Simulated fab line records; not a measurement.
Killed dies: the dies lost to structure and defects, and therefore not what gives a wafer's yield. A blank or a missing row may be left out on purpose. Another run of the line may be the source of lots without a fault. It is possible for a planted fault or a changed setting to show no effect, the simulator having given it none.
Problem report in the 8D (eight disciplines) form, filled by code || flow gf180mcu || the parts of the form that need people (team, actions taken, sign-off) are left out

== 1. WHAT WENT WRONG ==
Wafers free of any fault read 843 nm (standard deviation 9.8) for V1_CVD_02_THK at GF_V1_THK_MEAS_03, against a mean of 979 nm on 3 wafers of 2 lots. Relative to the usual mean, that is a shift of +14 standard deviations.
First seen on wafer L747.4, day 23 10:08, on film metro-02. The record has a number at this step for 33 wafers belonging to 11 lots. The rule behind "out" and "out of limits": a value lying over 4 standard deviations away from the usual mean. Any other wafer with a number is counted as sound.

== 2. WHAT THIS IS AND IS NOT ==
{"question": "which readings at this step", "is": "V1_CVD_02_THK", "is not": "-"}
{"question": "which lots", "is": "L747, L749", "is not": "L731, L734, L738, L739, L740, L743, L744, L746, L748"}
{"question": "which wafers of those lots", "is": "L747.4, L747.6, L749.1", "is not": "L747.5, L749.2, L749.3"}
{"question": "read on which gauges", "is": "film metro-02, film metro-04", "is not": "film metro-03"}
{"question": "when", "is": "from day 23 10:08", "is not": "up to then (28 sound wafers); but 2 sound wafers of L749 came after"}

== 3. WHAT RULES OUT EACH SUSPECT ==
Counting: if a tool at a process step up to the reading ran every lot that is out, it stays a suspect. Sound lots after the first of them don't rule it out here, since some wafers of a struck lot are sound.
- the gauge at GF_V1_THK_MEAS_03 has been ruled out. 2 gauges (film metro-02, film metro-04) read the wafers that are out.
- rie diel-01 at GF_CONTACT_ETCH_17 (etches SiO2 in C4F8/O2/Ar, stops on CoSi2, target depth 860 nm): kept. It processed each lot that is out (first: L747, day 22 10:34); up to then, its last sound lot is L748 (day 22 07:26). Because GF_CONTACT_ETCH_17 lacks a start for some lots, the hours and order of its lots are taken from GF_M1_SPUTTER_03.
- pvd sputter-02 at GF_M1_SPUTTER_03 (material Ti, target thk 10 nm, time 6.7 s): kept. It processed each lot that is out (first: L747, day 22 10:34); up to then, its last sound lot is L738 (day 18 10:03).
- pecvd-02 at GF_V1_CVD_02 (deposits SiO2 from TEOS, target thk 850 nm, time 94.851 s): kept. It processed each lot that is out (first: L747, day 23 10:04); up to then, its last sound lot is L744 (day 22 01:55). Its own run length s readings are out on those wafers.
- Within rie diel-01 at GF_CONTACT_ETCH_17: the wafers that are out ran in chambers 0, 2; their sound lot-mates ran in chambers 1, 3.
rie diel-01 at GF_CONTACT_ETCH_17, pvd sputter-02 at GF_M1_SPUTTER_03 and pecvd-02 at GF_V1_CVD_02 are what is left after counting.

== 4. THE CAUSE (what the simulator had put in) ==
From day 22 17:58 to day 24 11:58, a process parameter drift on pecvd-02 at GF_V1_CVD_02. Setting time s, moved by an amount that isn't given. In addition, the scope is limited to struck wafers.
Counting leaves 3 suspects; this tool is one of them.

== 5. THE CHAIN OF EFFECTS, in route order ==
Each row: a reading whose mean over the struck wafers that have a number lies more than 3 standard deviations from the usual. Scope: only readings with a usual standard deviation given in the record; hours: median across lots of the time from each lot's start at the first step in this table that gives one to its start at this step; sigmas: change in usual standard deviations.
{"hours": 0, "step": "GF_V1_CVD_02", "reading": "run length s", "usual": "122.6 s", "on struck wafers": 138.7, "change": "+16.1", "sigmas": "+39"}
{"hours": 0, "step": "GF_V1_THK_MEAS_03", "reading": "V1_CVD_02_THK", "usual": "843 nm", "on struck wafers": 979, "change": "+136", "sigmas": "+14"}
{"hours": 0, "step": "GF_V1_CMP_04", "reading": "time to endpoint s", "usual": "77 s", "on struck wafers": 125, "change": "+48", "sigmas": "+9.5"}
The process steps in it:
- GF_V1_CVD_02: deposits SiO2 from TEOS, target thk 850 nm, time 94.851 s.
- GF_V1_CMP_04: polishes SiO2.
At these later measuring or inspecting steps, every struck wafer for which the step has a row has a number for every such reading, and none has moved that far: GF_V1_CD_MEAS_14.

== 6. WHAT WOULD HAVE CAUGHT IT SOONER ==
Counted from the fault's start at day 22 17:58, it took 16 hours until the first out-of-limits reading at a measuring or inspecting step in this record, taken at day 23 10:08.
At GF_V1_CVD_02, the tool's own readings (run length s) were out on each struck wafer the step has a row for, so an alarm limit on them would have fired on the first such wafer.
Of the lots that are out (2), L749 began GF_V1_CVD_02 on pecvd-02 after day 23 10:08. Had the tool been put on hold then, it would have been spared.
